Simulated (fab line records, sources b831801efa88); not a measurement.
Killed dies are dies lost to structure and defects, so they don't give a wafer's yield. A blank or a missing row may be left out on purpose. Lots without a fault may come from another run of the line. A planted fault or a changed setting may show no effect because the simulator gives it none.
Which tool did it? | flow gf180mcu | 12 lots, 36 wafers sampled, at 6 steps of a route of 602

WHAT THE GAUGES READ, wafer by wafer
GF_POLY_GATE_CD_MEAS_10: target cd 280 nm.
lot  | measured     | on        | cd_nm (nm)
L816 | day 9 15:43  | cd_sem-02 | 278.7 278.5 279.1
L817 | day 10 02:55 | cd_sem-02 | 278.0 277.9 279.1
L818 | day 10 08:14 | cd_sem-02 | 279.4 280.9 280.6
L820 | day 10 23:33 | cd_sem-02 | 279.4 279.1 279.8
L821 | day 11 02:51 | cd_sem-01 | 278.4 279.4 279.9
L822 | day 11 09:47 | cd_sem-02 | 278.7 277.1 277.8
L823 | day 11 16:01 | cd_sem-02 | 278.1 278.4 278.8
L825 | day 12 09:52 | cd_sem-01 | 280.7 280.0 280.0
L828 | day 13 08:47 | cd_sem-01 | 278.9 280.6 278.3
L835 | day 15 08:50 | cd_sem-02 | 281.4 281.4 281.2
L836 | day 16 06:40 | cd_sem-01 | 279.7 279.9 279.5
L837 | day 16 09:46 | cd_sem-01 | 277.7 278.5 278.4

GF_HV_LDD_CD_MEAS_31: target cd 400 nm.
lot  | measured     | on        | cd_nm (nm)
L816 | day 12 01:36 | cd_sem-01 | 399.0 398.7 399.5
L817 | day 12 14:44 | cd_sem-01 | 398.6 399.3 398.6
L818 | day 12 18:26 | cd_sem-02 | 398.0 398.1 399.9
L820 | day 13 12:23 | cd_sem-01 | 396.0 398.3 398.0
L821 | day 13 14:35 | cd_sem-02 | 397.9 399.3 400.1
L822 | day 13 22:35 | cd_sem-01 | 401.9 401.4 400.7
L823 | day 14 05:22 | cd_sem-01 | 399.1 399.1 398.8
L825 | day 15 01:01 | cd_sem-01 | 398.1 401.1 397.7
L828 | day 16 06:10 | cd_sem-01 | 400.4 398.0 400.3
L835 | day 18 07:39 | cd_sem-02 | 401.9 401.8 400.2
L836 | day 19 05:34 | cd_sem-02 | 397.7 397.3 399.6
L837 | day 19 09:25 | cd_sem-01 | 398.1 400.3 400.5

GF_HV_LDD_TW_MEAS_38.
lot  | measured     | on            | HV_LDD_3_TW
L816 | day 12 02:27 | film_metro-04 | 1438 1431 1432
L817 | day 12 15:36 | film_metro-02 | 1430 1432 1424
L818 | day 12 19:17 | film_metro-01 | 1456 1448 1444
L820 | day 13 13:14 | film_metro-04 | 1431 1438 1427
L821 | day 13 15:26 | film_metro-04 | 1428 1431 1431
L822 | day 13 23:26 | film_metro-04 | 1421 1432 1425
L823 | day 14 06:13 | film_metro-01 | 1340 1338 1347
L825 | day 15 01:52 | film_metro-01 | 1347 1341 1339
L828 | day 16 07:00 | film_metro-02 | 1442 1442 1447
L835 | day 18 08:30 | film_metro-04 | 1430 1431 1434
L836 | day 19 06:25 | film_metro-02 | 1433 1447 1447
L837 | day 19 10:16 | film_metro-01 | 1442 1445 1453

GF_HV_LDD_RS_MEAS_53: measures by four-point-probe.
lot  | measured     | on            | HV_LDD_RS (ohm/sq)
L816 | day 12 22:17 | film_metro-02 | 428.2 427.6 428.2
L817 | day 13 12:08 | film_metro-01 | 429.2 428.4 428.7
L818 | day 13 15:27 | film_metro-01 | 428.4 429.3 428.0
L820 | day 14 09:16 | film_metro-04 | 429.0 429.3 428.3
L821 | day 14 11:16 | film_metro-04 | 428.4 428.3 428.3
L822 | day 14 20:40 | film_metro-01 | 429.4 428.7 428.8
L823 | day 15 03:04 | film_metro-04 | 450.7 449.5 450.0
L825 | day 15 23:40 | film_metro-01 | 449.5 447.8 448.1
L828 | day 17 05:17 | film_metro-02 | 428.7 427.9 428.8
L835 | day 19 08:01 | film_metro-02 | 430.7 430.3 429.5
L836 | day 20 07:21 | film_metro-02 | 427.7 427.6 429.6
L837 | day 20 11:22 | film_metro-01 | 428.5 427.5 429.2

WHICH TOOL RAN EACH LOT (tool, then ch and the chambers of the sampled wafers, then the start)
lot  | GF_HV_LDD_IMPLANT_33            | GF_HV_LDD_STRIP_37
L816 | implanter-03 ch 0, day 12 01:46 | plasma_asher-02 ch 0,1, day 12 02:20
L817 | implanter-04 ch 0, day 12 14:54 | plasma_asher-02 ch 0,1, day 12 15:30
L818 | implanter-03 ch 0, day 12 18:35 | plasma_asher-03 ch 0,1, day 12 19:11
L820 | implanter-04 ch 0, day 13 12:33 | plasma_asher-03 ch 0,1, day 13 13:07
L821 | implanter-04 ch 0, day 13 14:44 | plasma_asher-03 ch 0,1, day 13 15:20
L822 | implanter-02 ch 0, day 13 22:44 | plasma_asher-01 ch 0,1, day 13 23:20
L823 | implanter-04 ch 0, day 14 05:31 | plasma_asher-01 ch 0,1, day 14 06:07
L825 | implanter-04 ch 0, day 15 01:10 | plasma_asher-02 ch 0,1, day 15 01:46
L828 | implanter-02 ch 0, day 16 06:20 | plasma_asher-03 ch 0,1, day 16 06:55
L835 | implanter-04 ch 0, day 18 07:49 | plasma_asher-02 ch 0, day 18 08:23
L836 | implanter-04 ch 0, day 19 05:43 | plasma_asher-02 ch 0, day 19 06:19
L837 | implanter-04 ch 0, day 19 09:34 | plasma_asher-01 ch 0,1, day 19 10:10
- GF_HV_LDD_IMPLANT_33
- GF_HV_LDD_STRIP_37: strips in O2/N2.

WHAT THE TOOLS THEMSELVES READ (means of the sampled wafers that have a number; where no wafer has one, the mark that the record gives instead)
GF_HV_LDD_IMPLANT_33.
lot  | tool         | dose_ions_cm2 | faraday_current_uA | rotation_deg (degrees)
L816 | implanter-03 | 7.5e+12       | 42.4               | -0.010
L817 | implanter-04 | 7.5e+12       | 41.5               | -0.004
L818 | implanter-03 | 7.5e+12       | 41.6               | 0.027
L820 | implanter-04 | 7.5e+12       | 43.1               | -0.015
L821 | implanter-04 | 7.5e+12       | 42.9               | 0.016
L822 | implanter-02 | 7.5e+12       | 42.4               | -0.006
L823 | implanter-04 | 7.6e+11       | 4.3                | -0.011
L825 | implanter-04 | 7.6e+11       | 4.2                | 0.016
L828 | implanter-02 | 7.5e+12       | 42.6               | 0.018
L835 | implanter-04 | 7.5e+12       | 42.2               | 0.006
L836 | implanter-04 | 7.5e+12       | 43.6               | -0.034
L837 | implanter-04 | 7.5e+12       | 42.5               | 0.003

GF_HV_LDD_STRIP_37.
lot  | tool            | chamber_pressure_mTorr (mTorr) | drypump_motor_current_A (A) | heater_power_w (W) | oes_product_au (a.u.) | strip_time_to_endpoint_s (s)
L816 | plasma_asher-02 | 1500.7                         | 5.71                        | 353                | 0.712                 | 12.69
L817 | plasma_asher-02 | 1500.1                         | 5.74                        | 352                | 0.711                 | 12.63
L818 | plasma_asher-03 | 1499.5                         | 5.66                        | 370                | 0.719                 | 12.67
L820 | plasma_asher-03 | 1498.8                         | 5.68                        | 372                | 0.718                 | 12.66
L821 | plasma_asher-03 | 1499.8                         | 5.66                        | 368                | 0.716                 | 12.63
L822 | plasma_asher-01 | 1500.4                         | 5.85                        | 304                | 0.716                 | 12.71
L823 | plasma_asher-01 | 1499.8                         | 5.79                        | 330                | 0.717                 | 12.64
L825 | plasma_asher-02 | 1501.3                         | 5.61                        | 330                | 0.713                 | 12.64
L828 | plasma_asher-03 | 1499.6                         | 5.69                        | 367                | 0.718                 | 12.64
L835 | plasma_asher-02 | 1498.2                         | 5.55                        | 297                | 0.718                 | 12.71
L836 | plasma_asher-02 | 1500.2                         | 5.53                        | 305                | 0.724                 | 12.64
L837 | plasma_asher-01 | 1501.4                         | 5.81                        | 304                | 0.714                 | 12.65

THE ANSWER, worked out from the rows above alone
Rule: what is usual is taken from the lots themselves. Put in order of their means at a reading, lots are off if they are a third of the lots or fewer, leave a main group of 4 or more, and stand apart from it by a gap of 3 or more times the standard deviation of the main group's means; of several such gaps the widest counts. A main group whose means are all the same, to the digits that the tables above print for the reading, isn't used. A lot without any number at a reading at which 4 lots or more have one is off too. The other lots that the step has rows for count as sound. The gauges are gone through in route order, then the tools' own readings, and for those a lot's mean is taken as printed above. The first step at which some lot is off is used, and at that step the reading that is off furthest; a lot without a number counts as furthest.
Off: L823, L825, at GF_HV_LDD_TW_MEAS_38 (HV_LDD_3_TW). The main group: mean 1436, standard deviation 7.9.
A tool fits if, at a process step before that reading, it ran every lot that is off, and no sound lot after the first of them. The gauges at GF_HV_LDD_TW_MEAS_38 aren't tried: what is off there is off at GF_HV_LDD_IMPLANT_33 too, on other tools, and a gauge's error can't cause that. None of those tried fits.

WHAT THE SIMULATOR HAD PUT IN
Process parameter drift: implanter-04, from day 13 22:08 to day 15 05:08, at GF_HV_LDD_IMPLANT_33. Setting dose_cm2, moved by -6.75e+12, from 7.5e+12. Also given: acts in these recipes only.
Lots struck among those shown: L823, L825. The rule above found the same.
